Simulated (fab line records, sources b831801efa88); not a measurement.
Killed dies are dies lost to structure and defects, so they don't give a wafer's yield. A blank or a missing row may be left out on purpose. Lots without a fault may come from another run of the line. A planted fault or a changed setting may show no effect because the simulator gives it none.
fab line records | flow sky130
record lots=14 wafers=41 last_day=49
route steps=708 shown LDD_P@265 SPACER@306 LI_CONTACT@363 LOCAL_INTERCONNECT@395 CONTACT@406
lots that met no fault: from a run of the same line without faults
start_h: hours from the record's first day to the start of the lot's first wafer shown | wait_h: hours since the lot's step before | " the same as in the row above | L1.1+2: a row that stands for several wafers | - no value, or no start given | * or withheld: withheld | < > ~ a bound
route shown NAME@n: a module of which the file shows steps, and the number in the route of the first | usual: mean/standard deviation of fault-free wafers | same: alike in all rows | chamber/n: place in a boat | sites: the reading at each site | _std_site: their standard deviation | _edge_site: outer sites' mean less inner sites' | radius_mm: how far each site lies from the wafer's centre | mask NAME#n: copy n | behind: the tool/chamber that last shaped the wafer | hold: why the lot was held/for how many hours/how that ended | device: the transistor (n, p or np) that didn't switch | end of line: the same wafers' tests at the end of the route | a step without rows: its recipe alone | killed: dies lost to structure and defects at the first sort, not the wafer's yield | map: a wafer's dies, x killed, . not, _ none there
set.NAME: the setting as run; set.NAME@STEP: as run at that earlier step | model.NAME: the simulator's own value behind a step, which no gauge read
steps of the route over a sample of lots; a table a step, a row a wafer
services: from which hour (start_h, from the record's first day; less than 0 if before it) a tool's chamber was out of use, for how many hours, and why
## steps
# step SKY_LDD_P_STRIP_10
# recipe chemistry=O2/N2 power_w=1400 pressure_mtorr=1500 platen_temp_c=withheld o2_flow_sccm=3000 n2_flow_sccm=300 overash_fraction=0.5
# usual drypump_motor_current_A=5.89/0.22 o2_flow_sccm=3000/9.3 oes_product_au=0.717/0.0043 strip_time_to_endpoint_s=14.20/0.036
# columns lot.wafer tool chamber start_h wait_h drypump_motor_current_A o2_flow_sccm oes_product_au rf_hours_counter_h strip_time_to_endpoint_s
L600.1 plasma_asher-04 1 430.77 0.1 5.85 3005 0.708 73 14.20
L600.2 " 0 " " 5.77 3003 0.717 73 14.16
L600.6 " 0 " " 5.75 3001 0.711 - 14.17
L601.3 plasma_asher-04 0 438.01 0.1 5.80 2997 0.719 - 14.25
L601.5 " 1 " " 5.87 2994 0.708 - 14.21
L601.6 " 0 " " 5.78 3001 0.708 - 14.23
L602.1 plasma_asher-03 0 458.42 0.1 5.80 2990 0.715 3 14.26
L602.4 " 1 " " 5.93 3002 0.714 - 14.17
L602.6 " 1 " " 5.95 3007 0.722 - 14.19
L603.3 plasma_asher-03 0 467.18 0.1 5.83 2999 0.716 - 14.26
L603.5 " 1 " " 5.98 3013 0.711 - 14.27
L603.6 " 0 " " 5.84 2980 0.718 - 14.24
L606.2 plasma_asher-04 1 487.12 0.1 5.86 2998 0.720 79 14.17
L606.3 " 0 " " 5.82 2994 0.714 - 14.17
L606.4 " 1 " " 5.89 2988 0.713 - 14.20
L607.1 plasma_asher-04 1 497.92 0.1 5.88 2993 0.716 80 14.18
L607.2 " 0 " " 5.82 3011 0.718 80 14.22
L607.5 " 1 " " 5.89 3003 0.720 - 14.26
L608.2 plasma_asher-03 1 503.54 0.1 5.93 3002 0.718 8 14.20
L608.5 " 1 " " 5.95 3002 0.721 - 14.24
L608.6 " 0 " " 5.82 3006 0.716 - 14.23
L609.1 plasma_asher-02 0 523.92 0.1 6.59 3007 0.716 35 14.20
L609.4 " 1 " " 5.47 2987 0.717 - 14.25
L609.5 " 0 " " 6.60 3005 0.724 - 14.22
L610.1 plasma_asher-03 0 524.22 0.1 5.83 3005 0.724 10 14.11
L610.4 " 1 " " 5.95 3000 0.711 - 14.22
L610.6 " 1 " " 5.95 3003 0.717 - 14.13
L611.2 plasma_asher-04 0 534.96 0.1 5.78 2991 0.721 84 14.13
L611.5 " 1 " " 5.86 2995 0.716 - 14.21
L611.6 " 0 " " 5.76 2980 0.725 - 14.16
L612.1 plasma_asher-03 0 540.96 0.1 5.83 2999 0.714 11 14.16
L612.3 " 0 " " 5.82 3004 0.716 - 14.16
L612.6 " 1 " " 5.96 3000 0.710 - 14.21
L613.1 plasma_asher-04 1 544.64 0.1 5.85 3028 0.724 85 14.20
L613.3 " 0 " " 5.80 3003 0.723 - 14.19
L613.5 " 0 " " 5.78 2998 0.715 - 14.21
L614.1 plasma_asher-03 0 561.51 0.1 5.83 2976 0.709 13 14.18
L614.4 " 1 " " 5.98 3006 0.720 - 14.24
L614.5 " 0 " " 5.83 2994 0.720 - 14.24
L615.1 plasma_asher-02 0 583.57 0.1 6.61 2996 0.718 41 14.11
L615.3 " 0 " " 6.62 3003 0.714 - 14.13
# step SKY_SPACER_ETCHBACK_02
# recipe chemistry=CH3F/O2 target=Si3N4 stop_on=SiO2 source_w=400 bias_w=80 pressure_mtorr=25 ch3f_flow_sccm=40 O2_flow_sccm=30 time_s=46.7 target_depth_a=450
# usual O2_flow_sccm=30.02/0.084 ch3f_flow_sccm=39.99/0.11 drypump_motor_current_A=5.6/0.54 oes_product_au=0.857/0.006 throttle_valve_pct=10.563/0.009
# columns lot.wafer tool chamber start_h wait_h O2_flow_sccm ch3f_flow_sccm drypump_motor_current_A oes_product_au rf_hours_counter_h throttle_valve_pct
L600.1 rie_diel-03 1 529.70 0.1 30.11 39.97 4.8 0.871 3 10.578
L600.2 " 3 " " 29.92 40.11 6.4 0.858 3 10.572
L600.6 " 2 " " 29.97 39.94 5.7 0.864 - 10.571
L601.3 rie_diel-01 0 535.12 0.0 29.88 39.90 5.0 0.850 2 10.557
L601.5 " 0 " " 30.10 39.70 5.0 0.856 - 10.556
L601.6 " 3 " " 30.04 40.19 6.2 0.856 - 10.560
L602.1 rie_diel-01 0 552.53 0.1 30.05 39.93 5.0 0.852 2 10.560
L602.4 " 2 " " 29.89 39.80 6.2 0.859 - 10.552
L602.6 " 3 " " 29.99 39.95 6.2 0.869 - 10.589
L603.3 rie_diel-01 2 560.54 0.0 29.89 39.88 6.2 0.857 6 10.548
L603.5 " 0 " " 29.93 39.89 5.0 0.868 - 10.553
L603.6 " 3 " " 30.05 40.12 6.3 0.859 - 10.577
L606.2 rie_diel-04 3 579.42 0.0 30.12 39.88 5.7 0.861 25 10.576
L606.3 " 2 " " 30.04 39.97 5.6 0.862 14 10.560
L606.4 " 1 " " 30.03 39.86 5.3 0.855 4 10.554
L607.1 rie_diel-04 3 591.77 0.1 29.88 39.95 5.7 0.867 26 10.560
L607.2 " 1 " " 30.01 40.02 5.3 0.859 4 10.558
L607.5 " 3 " " 30.08 39.87 5.8 0.857 - 10.568
L608.2 rie_diel-04 3 595.39 0.0 30.00 39.91 5.7 0.861 26 10.557
L608.5 " 3 " " 29.94 39.88 5.7 0.863 - 10.554
L608.6 " 0 " " 30.05 40.07 6.0 0.857 - 10.557
L609.1 rie_diel-03 2 615.05 0.1 30.01 40.10 5.7 0.862 4 10.570
L609.4 " 1 " " 30.08 40.02 4.8 0.869 5 10.566
L609.5 " 2 " " 30.09 39.99 5.7 0.860 - 10.574
L610.1 rie_diel-04 2 616.25 0.1 30.00 40.00 5.6 0.859 15 10.562
L610.4 " 0 " " 30.01 39.83 6.0 0.854 2 10.555
L610.6 " 1 " " 30.12 39.91 5.3 0.854 - 10.577
L611.2 rie_diel-01 3 625.84 0.0 30.00 40.13 6.2 0.851 4 10.556
L611.5 " 3 " " 30.14 40.24 6.2 0.864 - 10.580
L611.6 " 2 " " 29.98 39.98 6.2 0.859 - 10.562
L612.1 rie_diel-01 0 631.16 0.1 29.94 40.13 5.0 0.857 4 10.563
L612.3 " 2 " " 30.26 39.76 6.2 0.855 7 10.565
L612.6 " 2 " " 30.00 39.88 6.2 0.854 - 10.538
L613.1 rie_diel-03 0 633.82 0.1 29.97 40.02 5.2 0.858 15 10.558
L613.3 " 2 " " 30.15 39.92 5.7 0.846 5 10.562
L613.5 " 2 " " 30.12 40.06 5.7 0.853 - 10.552
L614.1 rie_diel-01 3 651.42 0.1 30.01 39.98 6.2 0.861 4 10.558
L614.4 " 2 " " 30.04 39.94 6.2 0.848 8 10.568
L614.5 " 0 " " 29.92 39.99 5.0 0.854 - 10.579
L615.1 rie_diel-04 1 672.57 0.1 30.01 40.04 5.3 0.859 6 10.572
L615.3 " 0 " " 30.05 40.03 6.0 0.855 3 10.566
# step SKY_LI_CONTACT_THK_MEAS_01
# recipe reads=PSG_of_LI_CONTACT_HDPCVD_00
# usual LI_CONTACT_HDPCVD_THK=933/7.6
# columns lot.wafer tool chamber start_h wait_h LI_CONTACT_HDPCVD_THK[nm]
L600.1 film_metro-01 - 648.37 0.1 928
L600.2 " - " " 929
L600.6 " - " " 923
L601.3 film_metro-01 - 654.40 0.1 929
L601.5 " - " " 927
L601.6 " - " " 938
L602.1 film_metro-03 - 670.21 0.1 940
L602.4 " - " " 946
L602.6 " - " " 948
L603.3 film_metro-03 - 676.48 0.1 933
L603.5 " - " " 926
L603.6 " - " " 934
L606.2 film_metro-01 - 696.84 0.1 931
L606.3 " - " " 936
L606.4 " - " " 933
L607.1 film_metro-03 - 707.83 0.1 937
L607.2 " - " " 926
L607.5 " - " " 930
L608.2 film_metro-02 - 711.43 0.1 925
L608.5 " - " " 938
L608.6 " - " " 924
L609.1 film_metro-01 - 729.42 0.1 931
L609.4 " - " " 932
L609.5 " - " " 935
L610.1 film_metro-03 - 730.46 0.1 939
L610.4 " - " " 929
L610.6 " - " " 929
L611.2 film_metro-01 - 739.37 0.1 930
L611.5 " - " " 936
L611.6 " - " " 936
L612.1 film_metro-03 - 744.38 0.1 939
L612.3 " - " " 942
L612.6 " - " " 936
L613.1 film_metro-03 - 746.12 0.1 936
L613.3 " - " " 936
L613.5 " - " " 931
L614.1 film_metro-02 - 763.93 0.1 935
L614.4 " - " " 940
L614.5 " - " " 944
L615.1 film_metro-02 - 783.11 0.1 943
L615.3 " - " " 937
# step SKY_LOCAL_INTERCONNECT_EXPOSE_08
# recipe mask_id=LI1M na=0.8 source_shape=annular sigma_inner=0.55 sigma_outer=0.85 target_cd_nm=170 dose_mj=28
# columns lot.wafer tool chamber start_h wait_h mask
L600.1+2+6 krf_scanner-01 0 691.77 - LI1M#0
L601.3+5+6 krf_scanner-01 0 699.89 - LI1M#0
L602.1+4+6 krf_scanner-01 0 712.86 - LI1M#0
L603.3+5+6 krf_scanner-02 0 719.52 - LI1M#0
L606.2+3+4 krf_scanner-02 0 739.66 - LI1M#0
L607.1+2+5 krf_scanner-01 0 751.37 - LI1M#0
L608.2+5+6 krf_scanner-02 0 755.41 - LI1M#0
L609.1+4+5 krf_scanner-01 0 770.83 - LI1M#0
L610.1+4+6 krf_scanner-02 0 771.74 - LI1M#0
L611.2+5+6 krf_scanner-02 0 782.33 - LI1M#0
L612.1+3+6 krf_scanner-01 0 787.84 - LI1M#0
L613.1+3+5 krf_scanner-01 0 789.71 - LI1M#0
L614.1+4+5 krf_scanner-01 0 804.90 - LI1M#0
L615.1+3 krf_scanner-01 0 823.87 - LI1M#0
# step SKY_LOCAL_INTERCONNECT_CD_MEAS_11
# recipe target_cd_nm=170
# usual cd_nm=170.3/1.7
# columns lot.wafer tool chamber start_h wait_h cd_nm
L600.1 cd_sem-02 - 706.15 - 170.6
L600.2 " - " " 169.8
L600.6 " - " " 169.7
L601.3 cd_sem-02 - 712.89 - 170.8
L601.5 " - " " 171.3
L601.6 " - " " 169.3
L602.1 cd_sem-02 - 727.21 - 171.6
L602.4 " - " " 172.0
L602.6 " - " " 171.8
L603.3 cd_sem-01 - 733.66 - 169.7
L603.5 " - " " 169.8
L603.6 " - " " 169.1
L606.2 cd_sem-02 - 753.59 - 169.9
L606.3 " - " " 170.0
L606.4 " - " " 170.4
L607.1 cd_sem-01 - 764.85 - 168.6
L607.2 " - " " 168.6
L607.5 " - " " 167.3
L608.2 cd_sem-01 - 768.19 - 169.7
L608.5 " - " " 169.5
L608.6 " - " " 168.4
L609.1 cd_sem-01 - 784.40 - 171.4
L609.4 " - " " 172.5
L609.5 " - " " 171.1
L610.1 cd_sem-02 - 785.62 - 171.2
L610.4 " - " " 172.3
L610.6 " - " " 172.9
L611.2 cd_sem-02 - 794.84 - 169.4
L611.5 " - " " 169.5
L611.6 " - " " 169.3
L612.1 cd_sem-02 - 799.62 - 170.9
L612.3 " - " " 172.2
L612.6 " - " " 170.6
L613.1 cd_sem-01 - 801.80 - 171.2
L613.3 " - " " 172.9
L613.5 " - " " 172.7
L614.1 cd_sem-01 - 818.65 - 170.8
L614.4 " - " " 169.7
L614.5 " - " " 57.6
L615.1 cd_sem-02 - 836.71 - 169.4
L615.3 " - " " 57.7
# step SKY_CONTACT_CVD_00
# recipe material=Si3N4 target_thk_nm=75 temp_c=400 time_s=withheld rf_w=450
# usual heater_power_w=749/96
# columns lot.wafer tool chamber start_h wait_h heater_power_w
L600.1 pecvd-02 0 707.02 0.0 650
L600.2 " 1 " " 664
L600.6 " 1 " " 689
L601.3 pecvd-02 1 713.73 0.0 624
L601.5 " 0 " " 640
L601.6 " 1 " " 640
L602.1 pecvd-04 0 728.07 0.0 598
L602.4 " 2 " " 771
L602.6 " 0 " " 588
L603.3 pecvd-03 0 734.48 0.0 882
L603.5 " 2 " " 795
L603.6 " 0 " " 869
L606.2 pecvd-03 2 754.44 0.0 811
L606.3 " 1 " " 863
L606.4 " 1 " " 886
L607.1 pecvd-02 1 765.72 0.0 596
L607.2 " 0 " " 714
L607.5 " 1 " " 597
L608.2 pecvd-03 0 769.03 0.0 914
L608.5 " 1 " " 921
L608.6 " 2 " " 796
L609.1 pecvd-04 1 785.27 0.0 767
L609.4 " 1 " " 767
L609.5 " 0 " " 683
L610.1 pecvd-03 1 786.48 0.0 835
L610.4 " 1 " " 846
L610.6 " 2 " " 838
L611.2 pecvd-04 1 795.70 0.0 899
L611.5 " 2 " " 778
L611.6 " 1 " " 893
L612.1 pecvd-02 2 800.48 0.0 592
L612.3 " 0 " " 697
L612.6 " 2 " " 603
L613.1 pecvd-04 1 802.67 0.0 837
L613.3 " 1 " " 834
L613.5 " 1 " " 861
L614.1 pecvd-03 2 819.63 0.0 829
L614.4 " 0 " " 760
L615.1 pecvd-03 0 837.64 0.0 914
# step SKY_CONTACT_THK_MEAS_01
# recipe reads=Si3N4_of_CONTACT_CVD_00
# usual CONTACT_CVD_00_THK=74.8/0.83
# columns lot.wafer tool chamber start_h wait_h CONTACT_CVD_00_THK[nm]
L600.1 film_metro-01 - 707.07 - 72.7
L600.2 " - " " 73.8
L600.6 " - " " 75.4
L601.3 film_metro-02 - 713.79 - 75.7
L601.5 " - " " 75.6
L601.6 " - " " 75.9
L602.1 film_metro-04 - 728.11 - 73.8
L602.4 " - " " 75.9
L602.6 " - " " 75.6
L603.3 film_metro-04 - 734.53 - 74.7
L603.5 " - " " 75.4
L603.6 " - " " 75.5
L606.2 film_metro-02 - 754.48 - 75.4
L606.3 " - " " 74.7
L606.4 " - " " 76.4
L607.1 film_metro-01 - 765.75 - 73.6
L607.2 " - " " 73.4
L607.5 " - " " 74.9
L608.2 film_metro-02 - 769.07 - 74.1
L608.5 " - " " 75.9
L608.6 " - " " 75.4
L609.1 film_metro-04 - 785.30 - 74.1
L609.4 " - " " 75.0
L609.5 " - " " 75.1
L610.1 film_metro-04 - 786.51 - 74.4
L610.4 " - " " 74.6
L610.6 " - " " 75.8
L611.2 film_metro-01 - 795.76 - 73.6
L611.5 " - " " 75.4
L611.6 " - " " 75.7
L612.1 film_metro-01 - 800.51 - 75.1
L612.3 " - " " 74.2
L612.6 " - " " 75.0
L613.1 film_metro-02 - 802.72 - 74.5
L613.3 " - " " 74.4
L613.5 " - " " 74.6
L614.1 film_metro-02 - 819.68 - 73.8
L614.4 " - " " 74.9
L615.1 film_metro-04 - 837.69 - 74.3
## services
# columns tool chamber start_h hours kind
krf_scanner-01 - 406.93 0.8 pm
plasma_asher-03 - 409.29 1.7 repair
krf_scanner-01 - 410.68 1.3 pm
plasma_asher-03 - 421.25 9.0 pm
krf_scanner-01 - 422.04 1.0 pm
krf_scanner-01 - 462.56 4.0 pm
rie_diel-01 3 492.55 31.3 repair
krf_scanner-01 - 575.67 0.8 pm
krf_scanner-01 - 586.58 1.3 pm
krf_scanner-01 - 591.04 1.0 pm
rie_diel-01 - 602.73 15.6 pm
rie_diel-01 1 622.82 15.3 repair
rie_diel-01 3 635.53 4.8 repair
krf_scanner-01 - 644.24 2.9 repair
rie_diel-01 3 659.08 22.8 repair
krf_scanner-01 - 710.92 0.2 repair
krf_scanner-01 - 722.54 0.5 repair
krf_scanner-01 - 734.72 4.4 pm
krf_scanner-01 - 744.47 0.8 pm
krf_scanner-01 - 760.04 1.0 pm
krf_scanner-01 - 762.48 1.3 pm
krf_scanner-01 - 779.64 3.6 pm
krf_scanner-01 - 807.81 11.6 pm
krf_scanner-01 - 821.09 1.1 repair
## key
first_sign step=SKY_LOCAL_INTERCONNECT_CD_MEAS_11 reading=cd_nm direction=down sigmas=67 usual=170.3 struck=57.7
effect step=SKY_CONTACT_CVD_00 reading=visit direction=missing
effect step=SKY_CONTACT_THK_MEAS_01 reading=visit direction=missing
met_at SKY_LOCAL_INTERCONNECT_EXPOSE_08
struck_lots L614,L615
struck_wafers L614.5,L615.3
later_rows_left_out L614.5,L615.3
sort_left_out L614.5,L615.3
tester_left_out L614,L615
not_acting_at SKY_LDD_P_STRIP_10,SKY_SPACER_ETCHBACK_02,SKY_LI_CONTACT_THK_MEAS_01
onset_between 789.71 804.90
fault kind=process_parameter_drift tool=krf_scanner-01 chamber=- onset_h=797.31 steps=SKY_LOCAL_INTERCONNECT_EXPOSE_08 channel=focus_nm offset=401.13 shape=step end_h=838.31 scope=struck_wafers_only
# tester_left_out: of these lots the tester's yield and bins aren't shown, on N5 and GAA mostly nor the transistor test; their killed dies are dies lost to structure and defects alone, not to doping, threshold or leakage, so they don't give the yield
# sort_left_out: the simulated sort isn't trusted on such a fault, so these wafers' sort isn't shown, and their yield isn't known
# later_rows_left_out: the simulator's readings of these wafers behind a module that went badly wrong aren't trusted and aren't shown, but for the sort
